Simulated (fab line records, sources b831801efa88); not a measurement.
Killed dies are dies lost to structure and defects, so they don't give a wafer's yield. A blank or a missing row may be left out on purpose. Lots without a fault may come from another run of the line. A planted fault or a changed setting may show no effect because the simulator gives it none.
fab line records | flow sfq_line | part 1 of 2: steps 1 to 25 of 34
record lots=5 wafers=15 last_day=79
route steps=325 shown I6@267 M7@281 I7@296
lots that met no fault: from a run of the same line without faults
start_h: hours from the record's first day to the start of the lot's first wafer shown | wait_h: hours since the lot's step before | " the same as in the row above | L1.1+2: a row that stands for several wafers | - no value, or no start given | * or withheld: withheld | < > ~ a bound
route shown NAME@n: a module of which the file shows steps, and the number in the route of the first | usual: mean/standard deviation of fault-free wafers | same: alike in all rows | chamber/n: place in a boat | sites: the reading at each site | _std_site: their standard deviation | _edge_site: outer sites' mean less inner sites' | radius_mm: how far each site lies from the wafer's centre | mask NAME#n: copy n | behind: the tool/chamber that last shaped the wafer | hold: why the lot was held/for how many hours/how that ended | device: the transistor (n, p or np) that didn't switch | end of line: the same wafers' tests at the end of the route | a step without rows: its recipe alone | killed: dies lost to structure and defects at the first sort, not the wafer's yield | map: a wafer's dies, x killed, . not, _ none there
set.NAME: the setting as run; set.NAME@STEP: as run at that earlier step | model.NAME: the simulator's own value behind a step, which no gauge read
lots at some steps of the route; a table a step, a row a wafer
services: from which hour (start_h, from the record's first day; less than 0 if before it) a tool's chamber was out of use, for how many hours, and why
## steps
# step SFQ_TRILAYER_I6_CMP_CMP_166
# recipe material=SiO2 down_force_psi=3 platen_rpm=60 pad_velocity_m_s=0.94248
# usual motor_current_A=10.0/0.87 slurry_filter_dp_kPa=13.48/0.15 time_to_endpoint_s=214/9.1
# columns lot.wafer tool chamber start_h wait_h motor_current_A slurry_filter_dp_kPa time_to_endpoint_s
L075.3 cmp-02 2 1457.01 0.6 10.3 13.45 212
L075.5 " 1 1458.62 2.2 8.6 13.44 230
L075.6 " 2 " " 9.5 13.21 216
L076.2 cmp-01 0 1458.21 0.6 10.4 13.30 206
L076.5 " 3 1459.71 2.0 10.0 13.69 227
L076.6 " 0 " " 10.5 13.57 213
L083.4 cmp-01 1 1652.73 0.0 11.7 13.37 209
L083.2 " 0 1654.23 1.5 10.6 13.14 201
L083.5 " 2 1655.23 2.5 9.0 13.49 211
L093.1 cmp-01 2 1770.83 1.1 9.6 13.69 203
L093.4 " 3 " " 9.6 13.53 219
L093.6 " 1 1772.33 2.6 11.3 13.64 200
L095.1 cmp-02 1 1792.31 0.0 8.8 13.33 219
L095.4 " 0 1793.81 1.5 9.6 13.43 218
L095.5 " 2 1794.81 2.5 10.1 13.52 204
# step SFQ_I6_BOW_MEAS_941
# recipe mode=bow
# usual I6_BOW=8/10
# columns lot.wafer tool chamber start_h wait_h I6_BOW[um]
L075.3 film_metro-02 - 1459.74 2.2 -4
L075.5 " - " " 5
L075.6 " - " " 8
L076.2 film_metro-04 - 1460.73 2.0 -12
L076.5 " - " " -5
L076.6 " - " " -6
L083.2 film_metro-01 - 1655.75 1.0 -10
L083.4 " - " " -6
L083.5 " - " " -7
L093.1 film_metro-04 - 1772.83 1.5 6
L093.4 " - " " 12
L093.6 " - " " -2
L095.1 film_metro-02 - 1795.31 2.5 4
L095.4 " - " " 10
L095.5 " - " " 19
# step SFQ_TRILAYER_I6_METRO_MEASURE_167
# usual thk_nm=199.1/1.4
# columns lot.wafer tool chamber start_h wait_h thk_nm
L075.3 film_metro-02 - 1460.22 0.5 197.2
L075.5 " - " " 199.5
L075.6 " - " " 197.3
L076.2 film_metro-04 - 1461.03 0.3 198.9
L076.5 " - " " 198.9
L076.6 " - " " 197.8
L083.2 film_metro-01 - 1656.05 0.3 197.4
L083.4 " - " " 198.2
L083.5 " - " " 198.5
L093.1 film_metro-04 - 1772.95 0.1 196.9
L093.4 " - " " 198.6
L093.6 " - " " 198.0
L095.1 film_metro-02 - 1795.43 0.1 202.1
L095.4 " - " " 198.4
L095.5 " - " " 198.3
# step SFQ_TRILAYER_I6_VIA_LITHO_COAT_174
# recipe resist=BARC spin_rpm=3000 resist_thk_nm=62
# usual resist_line_temp_C=23.01/0.11
# columns lot.wafer tool chamber start_h wait_h resist_line_temp_C
L075.3 litho_track-03 0 1461.12 0.7 22.87
L075.5 " 0 " " 22.99
L075.6 " 0 " " 22.94
L076.2 litho_track-04 0 1462.08 0.8 23.15
L076.5 " 0 " " 23.14
L076.6 " 0 " " 23.16
L083.2 litho_track-01 0 1657.10 0.8 22.88
L083.4 " 0 " " 22.82
L083.5 " 0 " " 22.93
L093.1 litho_track-04 0 1774.15 1.0 23.00
L093.4 " 0 " " 22.96
L093.6 " 0 " " 23.02
L095.1 litho_track-03 0 1796.63 1.0 23.13
L095.4 " 0 " " 23.16
L095.5 " 0 " " 22.89
# step SFQ_TRILAYER_I6_VIA_LITHO_COAT_169
# recipe resist=KrF spin_rpm=3000 resist_thk_nm=650
# usual resist_line_temp_C=23.00/0.11
# columns lot.wafer tool chamber start_h wait_h resist_line_temp_C
L075.3 litho_track-03 0 1461.42 0.2 22.93
L075.5 " 0 " " 22.77
L075.6 " 0 " " 22.90
L076.2 litho_track-04 0 1462.38 0.2 22.99
L076.5 " 0 " " 23.15
L076.6 " 0 " " 23.17
L083.2 litho_track-01 0 1657.40 0.2 22.97
L083.4 " 0 " " 23.06
L083.5 " 0 " " 22.97
L093.1 litho_track-04 0 1774.45 0.2 23.02
L093.4 " 0 " " 22.98
L093.6 " 0 " " 22.96
L095.1 litho_track-03 0 1796.93 0.2 23.03
L095.4 " 0 " " 22.93
L095.5 " 0 " " 22.95
# step SFQ_TRILAYER_I6_VIA_LITHO_SOFTBAKE_173
# recipe temp_c=withheld time_s=withheld resist=KrF
# usual resist_line_temp_C=*
# columns lot.wafer tool chamber start_h wait_h resist_line_temp_C
L075.3 litho_track-03 0 1461.67 0.2 *
L075.5 " 0 " " *
L075.6 " 0 " " *
L076.2 litho_track-04 0 1462.66 0.2 *
L076.5 " 0 " " *
L076.6 " 0 " " *
L083.2 litho_track-01 0 1657.68 0.2 *
L083.4 " 0 " " *
L083.5 " 0 " " *
L093.1 litho_track-04 0 1774.75 0.2 *
L093.4 " 0 " " *
L093.6 " 0 " " *
L095.1 litho_track-03 0 1797.23 0.2 *
L095.4 " 0 " " *
L095.5 " 0 " " *
# step SFQ_TRILAYER_I6_VIA_LITHO_EXPOSE_170
# recipe mask_id=I6 na=0.6 source_shape=conventional sigma_outer=0.65 target_cd_nm=700 dose_mj=21.3
# same sigma_outer=0.65
# columns lot.wafer tool chamber start_h wait_h mask
L075.3+5+6 krf_scanner-02 0 1471.08 - I6#0
L076.2+5+6 krf_scanner-02 0 1472.08 - I6#0
L083.2+4+5 krf_scanner-01 0 1658.00 - I6#0
L093.1+4+6 krf_scanner-01 0 1775.48 - I6#0
L095.1+4+5 krf_scanner-01 0 1797.38 - I6#0
# step SFQ_TRILAYER_I6_VIA_LITHO_PEB_172
# recipe peb_temp_c=115 peb_time_s=60 resist=KrF
# usual resist_line_temp_C=23.01/0.099
# columns lot.wafer tool chamber start_h wait_h resist_line_temp_C
L075.3 litho_track-01 0 1471.93 0.7 23.01
L075.5 " 0 " " 22.79
L075.6 " 0 " " 22.98
L076.2 litho_track-01 0 1473.11 0.8 23.22
L076.5 " 0 " " 23.14
L076.6 " 0 " " 23.07
L083.2 litho_track-01 0 1659.03 0.8 23.00
L083.4 " 0 " " 22.96
L083.5 " 0 " " 23.06
L093.1 litho_track-04 0 1776.68 1.0 23.08
L093.4 " 0 " " 23.07
L093.6 " 0 " " 23.18
L095.1 litho_track-04 0 1798.58 1.0 22.98
L095.4 " 0 " " 22.86
L095.5 " 0 " " 22.95
# step SFQ_TRILAYER_I6_VIA_LITHO_DEVELOP_171
# recipe time_s=60 resist=KrF
# usual resist_line_temp_C=22.98/0.12
# columns lot.wafer tool chamber start_h wait_h resist_line_temp_C
L075.3 litho_track-01 0 1472.08 0.1 22.98
L075.5 " 0 " " 22.79
L075.6 " 0 " " 22.81
L076.2 litho_track-01 0 1473.26 0.1 22.95
L076.5 " 0 " " 22.94
L076.6 " 0 " " 22.92
L083.2 litho_track-01 0 1659.18 0.1 22.78
L083.4 " 0 " " 23.01
L083.5 " 0 " " 22.98
L093.1 litho_track-04 0 1776.83 0.1 22.80
L093.4 " 0 " " 22.90
L093.6 " 0 " " 22.92
L095.1 litho_track-04 0 1798.73 0.1 23.07
L095.4 " 0 " " 23.14
L095.5 " 0 " " 23.04
# step SFQ_I6_OVL_MEAS_942
# usual I6_OVL=1/6
# columns lot.wafer tool chamber start_h wait_h I6_OVL[nm]
L075.3 overlay-01 - 1472.20 0.1 0
L075.5 " - " " -2
L075.6 " - " " -5
L076.2 overlay-02 - 1473.39 0.1 -5
L076.5 " - " " -3
L076.6 " - " " -10
L083.2 overlay-01 - 1659.31 0.1 5
L083.4 " - " " 5
L083.5 " - " " 5
L093.1 overlay-02 - 1776.98 0.1 -2
L093.4 " - " " -1
L093.6 " - " " 4
L095.1 overlay-02 - 1798.88 0.1 -1
L095.4 " - " " 0
L095.5 " - " " -1
# step SFQ_TRILAYER_I6_VIA_BARC_OPEN_VIA_ETCH_235
# recipe mask_material=PR chemistry=O2 target_depth_nm=125 target=BARC source_w=500 bias_w=80 pressure_mtorr=30 time_s=41.7
# usual drypump_motor_current_A=5.7/0.44 oes_product_au=0.685/0.0045
# columns lot.wafer tool chamber start_h wait_h drypump_motor_current_A oes_product_au rf_hours_counter_h
L075.3 rie_diel-04 2 1472.22 0.0 6.2 0.679 18
L075.5 " 1 " " 6.3 0.684 -
L075.6 " 3 " " 5.6 0.684 -
L076.2 rie_diel-03 1 1473.42 0.0 5.6 0.681 15
L076.5 " 0 " " 5.2 0.677 -
L076.6 " 1 " " 5.6 0.689 -
L083.2 rie_diel-04 3 1659.34 0.0 5.6 0.687 5
L083.4 " 0 " " 5.5 0.686 2
L083.5 " 2 " " 6.2 0.685 -
L093.1 rie_diel-03 3 1777.02 0.0 6.2 0.683 18
L093.4 " 0 " " 5.2 0.687 7
L093.6 " 1 " " 5.6 0.680 -
L095.1 rie_diel-02 0 1798.91 0.0 4.8 0.689 1
L095.4 " 3 " " 6.2 0.682 16
L095.5 " 0 " " 4.8 0.681 -
# step SFQ_TRILAYER_I6_VIA_ETCH_VIA_ETCH_172
# recipe target=SiO2 stop_on=Nb mask_material=PR taper_deg=20 chemistry=CHF3 target_depth_nm=260 source_w=500 bias_w=80 pressure_mtorr=30 time_s=withheld
# usual drypump_motor_current_A=5.7/0.44 oes_product_au=0.853/0.006
# columns lot.wafer tool chamber start_h wait_h drypump_motor_current_A oes_product_au
L075.3 rie_diel-04 2 1472.26 0.0 6.2 0.850
L075.5 " 1 " " 6.2 0.863
L075.6 " 3 " " 5.6 0.845
L076.2 rie_diel-03 1 1473.46 0.0 5.6 0.853
L076.5 " 0 " " 5.1 0.850
L076.6 " 1 " " 5.6 0.853
L083.2 rie_diel-04 3 1659.38 0.0 5.6 0.840
L083.4 " 0 " " 5.4 0.850
L083.5 " 2 " " 6.2 0.852
L093.1 rie_diel-03 3 1777.06 0.0 6.2 0.849
L093.4 " 0 " " 5.2 0.850
L093.6 " 1 " " 5.6 0.844
L095.1 rie_diel-02 0 1798.95 0.0 4.8 0.858
L095.4 " 3 " " 6.2 0.863
L095.5 " 0 " " 4.8 0.861
# step SFQ_TRILAYER_I6_VIA_STRIP_STRIP_173
# recipe gas=O2 power_w=200 platen_temp_c=40 overash_fraction=0.65 chemistry=O2 pressure_mtorr=50
# usual drypump_motor_current_A=6.0/0.58 oes_product_au=0.996/0.0079
# columns lot.wafer tool chamber start_h wait_h drypump_motor_current_A oes_product_au rf_hours_counter_h
L075.3 rie_metal-04 1 1472.57 - 5.1 0.998 -
L075.5 " 0 " " 6.2 1.004 -
L075.6 " 1 " " 5.0 0.995 -
L076.2 rie_metal-02 0 1473.57 - 4.8 1.020 30
L076.5 " 0 " " 4.8 1.010 -
L076.6 " 1 " " 6.0 1.005 -
L083.2 rie_metal-04 1 1659.49 - 5.1 0.990 144
L083.4 " 0 " " 6.2 0.997 -
L083.5 " 1 " " 5.0 0.982 -
L093.1 rie_metal-04 1 1777.17 - 5.0 0.991 6
L093.4 " 0 " " 6.2 1.000 -
L093.6 " 1 " " 5.0 1.000 -
L095.1 rie_metal-03 0 1799.06 - 6.3 0.987 77
L095.4 " 1 " " 6.4 0.985 -
L095.5 " 0 " " 6.3 0.995 -
# step SFQ_TRILAYER_I6_VIA_STRIP_SOLV_CLEAN_174
# recipe chemistry=NMP temp_c=70 time_s=600
# usual bath_heat_duty_pct=13.4/1.6
# columns lot.wafer tool chamber start_h wait_h bath_heat_duty_pct
L075.3 wet_bench-02 4 1472.97 0.2 14.6
L075.5 " 3 " " 13.7
L075.6 " 1 " " 13.8
L076.2 wet_bench-01 4 1474.17 0.4 13.6
L076.5 " 1 " " 13.3
L076.6 " 6 " " 10.3
L083.2 wet_bench-01 0 1660.09 0.4 12.5
L083.4 " 3 " " 11.6
L083.5 " 5 " " 14.0
L093.1 wet_bench-01 7 1777.77 0.4 12.7
L093.4 " 1 " " 13.7
L093.6 " 6 " " 8.7
L095.1 wet_bench-02 7 1799.66 0.4 11.5
L095.4 " 1 " " 13.8
L095.5 " 0 " " 13.5
# step SFQ_TRILAYER_M7_DEP_PRE_CLEAN_176
# recipe gas=Ar time_s=22.5 bias_v=250
# columns lot.wafer tool chamber start_h wait_h
L075.3+5+6 pvd_sputter-04 - 1473.15 0.0
L076.2+5+6 pvd_sputter-03 - 1474.35 0.0
L083.2+4+5 pvd_sputter-05 - 1660.26 0.0
L093.1+4+6 pvd_sputter-05 - 1777.95 0.0
L095.1+4+5 pvd_sputter-03 - 1799.84 0.0
# step SFQ_TRILAYER_M7_DEP_SPUTTER_175
# recipe material=Nb base_pressure_pa=1.33e-06 chamber_pressure_pa=0.1333 substrate_temp_c=20 target_thk_nm=200 power_w=2000 time_s=133.3
# usual throttle_valve_pct=30.2/0.92
# columns lot.wafer tool chamber start_h wait_h throttle_valve_pct
L075.3 pvd_sputter-04 - 1473.18 0.0 29.1
L075.5 " - " " 31.7
L075.6 " - " " 29.0
L076.2 pvd_sputter-03 - 1474.38 0.0 30.8
L076.5 " - " " 30.7
L076.6 " - " " 30.1
L083.2 pvd_sputter-05 - 1660.29 0.0 29.0
L083.4 " - " " 29.8
L083.5 " - " " 29.7
L093.1 pvd_sputter-05 - 1777.98 0.0 30.2
L093.4 " - " " 30.0
L093.6 " - " " 30.1
L095.1 pvd_sputter-03 - 1799.87 0.0 30.6
L095.4 " - " " 31.4
L095.5 " - " " 30.5
# step SFQ_M7_RS_MEAS_943
# recipe thk_meas_gauge=four-point-probe reads=Nb_of_TRILAYER_M7_DEP_SPUTTER_175
# usual M7_NB_RS=0.887/0.0083
# columns lot.wafer tool chamber start_h wait_h M7_NB_RS[ohm/sq]
L075.3 film_metro-01 - 1473.31 0.1 0.889
L075.5 " - " " 0.883
L075.6 " - " " 0.893
L076.2 film_metro-03 - 1474.49 0.1 0.887
L076.5 " - " " 0.891
L076.6 " - " " 0.901
L083.2 film_metro-03 - 1660.40 0.1 0.874
L083.4 " - " " 0.883
L083.5 " - " " 0.886
L093.1 film_metro-01 - 1778.07 0.0 0.899
L093.4 " - " " 0.888
L093.6 " - " " 0.897
L095.1 film_metro-04 - 1799.96 0.0 0.877
L095.4 " - " " 0.887
L095.5 " - " " 0.896
# step SFQ_TRILAYER_M7_LITHO_COAT_182
# recipe resist=BARC spin_rpm=3000 resist_thk_nm=62
# usual resist_line_temp_C=23.01/0.1
# columns lot.wafer tool chamber start_h wait_h resist_line_temp_C
L075.3 litho_track-02 0 1473.55 0.1 22.80
L075.5 " 0 " " 23.03
L075.6 " 0 " " 22.90
L076.2 litho_track-01 0 1474.70 0.1 23.08
L076.5 " 0 " " 23.33
L076.6 " 0 " " 23.11
L083.2 litho_track-04 0 1660.61 0.1 23.11
L083.4 " 0 " " 23.11
L083.5 " 0 " " 23.02
L093.1 litho_track-02 0 1778.25 0.1 23.05
L093.4 " 0 " " 22.95
L093.6 " 0 " " 22.96
L095.1 litho_track-01 0 1800.14 0.1 23.00
L095.4 " 0 " " 22.89
L095.5 " 0 " " 22.82
# step SFQ_TRILAYER_M7_LITHO_COAT_177
# recipe resist=KrF spin_rpm=3000 resist_thk_nm=600
# usual resist_line_temp_C=23.00/0.1
# columns lot.wafer tool chamber start_h wait_h resist_line_temp_C
L075.3 litho_track-02 0 1473.85 0.2 22.93
L075.5 " 0 " " 22.89
L075.6 " 0 " " 22.99
L076.2 litho_track-01 0 1475.00 0.2 23.07
L076.5 " 0 " " 23.11
L076.6 " 0 " " 23.09
L083.2 litho_track-04 0 1660.91 0.2 22.90
L083.4 " 0 " " 23.08
L083.5 " 0 " " 22.81
L093.1 litho_track-02 0 1778.55 0.2 23.17
L093.4 " 0 " " 23.30
L093.6 " 0 " " 23.16
L095.1 litho_track-01 0 1800.44 0.2 23.09
L095.4 " 0 " " 22.93
L095.5 " 0 " " 23.02
# step SFQ_TRILAYER_M7_LITHO_SOFTBAKE_181
# recipe temp_c=withheld time_s=withheld resist=KrF
# usual resist_line_temp_C=*
# columns lot.wafer tool chamber start_h wait_h resist_line_temp_C
L075.3 litho_track-02 0 1474.10 0.2 *
L075.5 " 0 " " *
L075.6 " 0 " " *
L076.2 litho_track-01 0 1475.27 0.2 *
L076.5 " 0 " " *
L076.6 " 0 " " *
L083.2 litho_track-04 0 1661.19 0.2 *
L083.4 " 0 " " *
L083.5 " 0 " " *
L093.1 litho_track-02 0 1778.85 0.2 *
L093.4 " 0 " " *
L093.6 " 0 " " *
L095.1 litho_track-01 0 1800.74 0.2 *
L095.4 " 0 " " *
L095.5 " 0 " " *
# step SFQ_TRILAYER_M7_LITHO_EXPOSE_178
# recipe mask_id=M7 na=0.6 source_shape=conventional sigma_outer=0.65 target_cd_nm=500 dose_mj=14.4
# same sigma_outer=0.65
# columns lot.wafer tool chamber start_h wait_h mask
L075.3+5+6 krf_scanner-02 0 1592.16 - M7#0
L076.2+5+6 krf_scanner-02 0 1593.16 - M7#0
L083.2+4+5 krf_scanner-01 0 1661.60 - M7#0
L093.1+4+6 krf_scanner-01 0 1779.00 - M7#0
L095.1+4+5 krf_scanner-01 0 1829.68 - M7#0
# step SFQ_TRILAYER_M7_LITHO_PEB_180
# recipe peb_temp_c=115 peb_time_s=60 resist=KrF
# usual resist_line_temp_C=23.00/0.12
# columns lot.wafer tool chamber start_h wait_h resist_line_temp_C
L075.3 litho_track-04 0 1593.01 0.7 22.95
L075.5 " 0 " " 23.08
L075.6 " 0 " " 23.10
L076.2 litho_track-01 0 1594.18 0.8 23.02
L076.5 " 0 " " 23.03
L076.6 " 0 " " 23.02
L083.2 litho_track-04 0 1662.63 0.8 22.95
L083.4 " 0 " " 22.99
L083.5 " 0 " " 23.00
L093.1 litho_track-04 0 1780.20 1.0 23.14
L093.4 " 0 " " 23.13
L093.6 " 0 " " 23.15
L095.1 litho_track-04 0 1830.88 1.0 23.09
L095.4 " 0 " " 23.09
L095.5 " 0 " " 23.04
# step SFQ_TRILAYER_M7_LITHO_DEVELOP_179
# recipe time_s=60 resist=KrF
# usual resist_line_temp_C=23.00/0.11
# columns lot.wafer tool chamber start_h wait_h resist_line_temp_C
L075.3 litho_track-04 0 1593.16 0.1 22.91
L075.5 " 0 " " 23.03
L075.6 " 0 " " 23.07
L076.2 litho_track-01 0 1594.33 0.1 22.96
L076.5 " 0 " " 22.92
L076.6 " 0 " " 23.07
L083.2 litho_track-04 0 1662.78 0.1 23.04
L083.4 " 0 " " 23.23
L083.5 " 0 " " 23.02
L093.1 litho_track-04 0 1780.35 0.1 22.87
L093.4 " 0 " " 23.00
L093.6 " 0 " " 22.96
L095.1 litho_track-04 0 1831.03 0.1 22.95
L095.4 " 0 " " 23.05
L095.5 " 0 " " 23.13
# step SFQ_M7_OVL_MEAS_945
# usual M7_OVL=1/5.3
# columns lot.wafer tool chamber start_h wait_h M7_OVL[nm]
L075.3 overlay-02 - 1593.27 0.1 9
L075.5 " - " " 3
L075.6 " - " " 6
L076.2 overlay-02 - 1594.46 0.1 9
L076.5 " - " " 0
L076.6 " - " " 2
L083.2 overlay-02 - 1662.91 0.1 -2
L083.4 " - " " -1
L083.5 " - " " 1
L093.1 overlay-01 - 1780.50 0.1 2
L093.4 " - " " -5
L093.6 " - " " -3
L095.1 overlay-02 - 1831.18 0.1 -1
L095.4 " - " " -8
L095.5 " - " " -6
# step SFQ_TRILAYER_M7_BARC_OPEN_METAL_ETCH_229
# recipe mask_material=PR chemistry=O2 target_depth_nm=125 target=BARC icp_w=600 bias_w=80 pressure_mtorr=10 time_s=41.7
# usual drypump_motor_current_A=5.7/0.53 oes_product_au=0.685/0.0049
# columns lot.wafer tool chamber start_h wait_h drypump_motor_current_A oes_product_au rf_hours_counter_h
L075.3 rie_metal-01 0 1593.31 0.0 5.8 0.682 -
L075.5 " 0 " " 5.9 0.693 -
L075.6 " 1 " " 6.1 0.681 -
L076.2 rie_metal-02 0 1594.49 0.0 4.8 0.696 52
L076.5 " 1 " " 6.0 0.694 -
L076.6 " 0 " " 4.8 0.691 -
L083.2 rie_metal-04 1 1662.96 0.0 5.0 0.684 -
L083.4 " 1 " " 5.0 0.687 -
L083.5 " 1 " " 5.1 0.686 -
L093.1 rie_metal-04 1 1780.53 0.0 5.0 0.688 6
L093.4 " 0 " " 6.2 0.689 -
L093.6 " 0 " " 6.2 0.685 -
L095.1 rie_metal-01 0 1831.21 0.0 5.8 0.687 43
L095.4 " 0 " " 5.8 0.689 -
L095.5 " 0 " " 5.8 0.683 -
